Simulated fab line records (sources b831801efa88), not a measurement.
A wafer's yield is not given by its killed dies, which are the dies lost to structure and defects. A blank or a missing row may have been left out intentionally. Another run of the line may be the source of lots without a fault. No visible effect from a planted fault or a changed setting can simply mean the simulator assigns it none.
Which tool was responsible? | flow gf180mcu | 18 wafers from 6 lots sampled at 4 of the route's 602 steps

== WHAT THE GAUGES READ, wafer by wafer ==
GF_HV_LDD_RS_MEAS_53: a four-point-probe measurement.
lot  | measured     | on           | HV_LDD_RS (ohm/sq)
L523 | day 13 07:49 | filmMetro-03 | 419.1 418.9 419.4
L525 | day 13 14:34 | filmMetro-02 | 418.1 418.1 417.3
L529 | day 14 15:41 | filmMetro-02 | 419.6 419.5 418.0
L533 | day 15 18:01 | filmMetro-02 | 418.5 419.2 419.2
L536 | day 16 22:38 | filmMetro-03 | 419.3 419.0 419.9
L538 | day 17 17:11 | filmMetro-02 | 429.2 428.6 428.9

== WHICH TOOL RAN EACH LOT (tool, then ch and the chambers of the sampled wafers, then the start) ==
lot  | GF_DUAL_GATE_STRIP_13               | GF_HV_LDD_STRIP_22                  | GF_HV_LDD_IMPLANT_35
L523 | plasmaAsher-01 ch 0,1, day 9 09:07  | plasmaAsher-04 ch 0,1, day 11 22:16 | implanter-01 ch 0, day 12 17:44
L525 | plasmaAsher-03 ch 0,1, day 9 21:38  | plasmaAsher-02 ch 0,1, day 12 10:37 | implanter-04 ch 0, day 13 02:52
L529 | plasmaAsher-02 ch 0,1, day 10 20:50 | plasmaAsher-04 ch 0,1, day 13 07:09 | implanter-04 ch 0, day 13 19:09
L533 | plasmaAsher-03 ch 0,1, day 11 23:29 | plasmaAsher-01 ch 0,1, day 13 22:53 | implanter-04 ch 0, day 14 19:22
L536 | plasmaAsher-02 ch 0,1, day 12 15:17 | plasmaAsher-04 ch 0,1, day 14 23:36 | implanter-03 ch 0, day 15 22:24
L538 | plasmaAsher-02 ch 0,1, day 13 01:56 | plasmaAsher-01 ch 0,1, day 15 19:17 | implanter-04 ch 0, day 16 18:10
- GF_DUAL_GATE_STRIP_13: strips in O2/N2.
- GF_HV_LDD_STRIP_22: strips in O2/N2.
- GF_HV_LDD_IMPLANT_35

== THE ANSWER, worked out from the rows above alone ==
Rule: the lots themselves supply what counts as usual. The widest of any qualifying gaps counts: lots, ordered by their means at a reading, are off when they make up no more than a third of the lots, leave a main group of 4 or more, and stand apart from it by 3 or more times the standard deviation of that group's means. Not used: any main group whose means are identical at the precision the tables above print for the reading. Also off: a lot with no number at a reading for which 4 or more lots have one. All remaining lots with rows at the step are treated as sound.
Off: at GF_HV_LDD_RS_MEAS_53 (HV_LDD_RS), L538. Mean 418.9 ohm/sq and standard deviation 0.54 in the main group.
If a tool, at a process step before that reading, ran all the lots that are off and no sound lot after the first of them, it fits. Those tools and the gauges at GF_HV_LDD_RS_MEAS_53 are tried in the same way. Can't be told from this: 4 tools fit, plasmaAsher-02 at GF_DUAL_GATE_STRIP_13, plasmaAsher-01 at GF_HV_LDD_STRIP_22, implanter-04 at GF_HV_LDD_IMPLANT_35, filmMetro-02 at GF_HV_LDD_RS_MEAS_53.

== WHAT WAS PUT IN BY THE SIMULATOR ==
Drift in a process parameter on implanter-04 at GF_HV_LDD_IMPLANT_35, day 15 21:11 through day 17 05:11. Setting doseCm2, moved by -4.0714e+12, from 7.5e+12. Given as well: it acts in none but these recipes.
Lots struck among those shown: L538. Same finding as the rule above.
